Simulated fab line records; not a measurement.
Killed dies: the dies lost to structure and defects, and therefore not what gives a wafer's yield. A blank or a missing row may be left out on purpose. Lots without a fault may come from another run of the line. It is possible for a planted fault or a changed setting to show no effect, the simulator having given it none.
The same fault as seen by 2 desks -- flow gf180mcu -- only its own numbers are on each desk; what lay behind them is given at the end

== DESK OF THE TOOL OWNER: implanter-01 ==
GF_HV_LDD_IMPLANT_33, tool's own readings: per-lot mean of the sampled wafers with a number, covering each lot this tool ran. If a lot's mean is further than 4 standard deviations from the usual mean, the lot is out of limits and carries the mark OUT (the distance appears in the brackets).
Columns: A = dose_ions_cm2 at GF_HV_LDD_IMPLANT_33, usual 7.5e+12; B = faraday_current_uA at GF_HV_LDD_IMPLANT_33, usual 42.3
lot,first seen here,A,B
L981,day 12 15:21,7.5e+12,42.7
L982,day 12 20:54,7.5e+12,41.8
L991,day 16 00:32,6.4e+12 (-99 or more) OUT,36.1 (-7.0) OUT
L992,day 16 04:11,6.4e+12 (-99 or more) OUT,36.0 (-7.2) OUT
This desk's finding: out of limits on L991, L992; first on L991, day 16 00:32 (dose_ions_cm2 at GF_HV_LDD_IMPLANT_33). Within limits: L981, L982.

== METROLOGY DESK ==
Means of the sampled wafers that have a number, per lot and without regard to the tool the lot ran on: this is what the gauges read. If a lot's mean is further than 4 standard deviations from the usual mean, the lot is out of limits and carries the mark OUT (the distance appears in the brackets).
Columns: A = STI_CVD_23_THK at GF_STI_THK_MEAS_24, usual 650 nm; B = HV_LDD_RS at GF_HV_LDD_RS_MEAS_53, usual 419.0 ohm/sq; C = cd_nm at GF_M2_CD_MEAS_14, usual 280.7 nm
lot,first seen here,A,B,C
L978,day 2 02:52,639,417.9,282.0
L979,day 2 09:07,653,419.1,281.6
L980,day 2 13:53,642,419.2,282.2
L981,day 2 19:32,651,418.6,281.1
L982,day 3 00:35,653,420.0,280.4
L983,day 3 04:23,651,418.9,281.6
L991,day 5 00:27,649,421.3,279.6
L992,day 5 04:25,652,423.5 (+5.0) OUT,279.6
L993,day 5 08:07,647,419.1,281.9
L996,day 6 01:10,652,416.7,280.6
L997,day 6 08:56,656,419.0,281.8
L999,day 6 16:46,650,418.9,279.3
L100,day 6 20:44,645,418.3,279.4
This desk's result: L992 out of limits, first on L992 (HV_LDD_RS at GF_HV_LDD_RS_MEAS_53), day 17 03:44. Within limits: L978, L979, L980, L981, L982, L983, L991, L993, L996, L997, L999, L100.

== ALL TOGETHER ==
The tool owner's desk had the chance to raise an alarm at day 16 00:32 on L991, L992.
Metrology desk: alarm possible at day 17 03:44 on L992.
The metrology desk holds a record of L991, inside its limits.
Every lot named ran GF_HV_LDD_IMPLANT_33 on implanter-01.

== WHAT HAD BEEN PUT IN BY THE SIMULATOR ==
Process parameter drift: implanter-01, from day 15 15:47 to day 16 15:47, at GF_HV_LDD_IMPLANT_33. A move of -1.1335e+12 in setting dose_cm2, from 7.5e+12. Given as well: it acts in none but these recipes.
Shown lots that were struck: L991, L992.
Delay (hours) between the fault's onset and each desk's first out-of-limits reading: 9 at the tool owner's desk, 36 at the metrology desk.
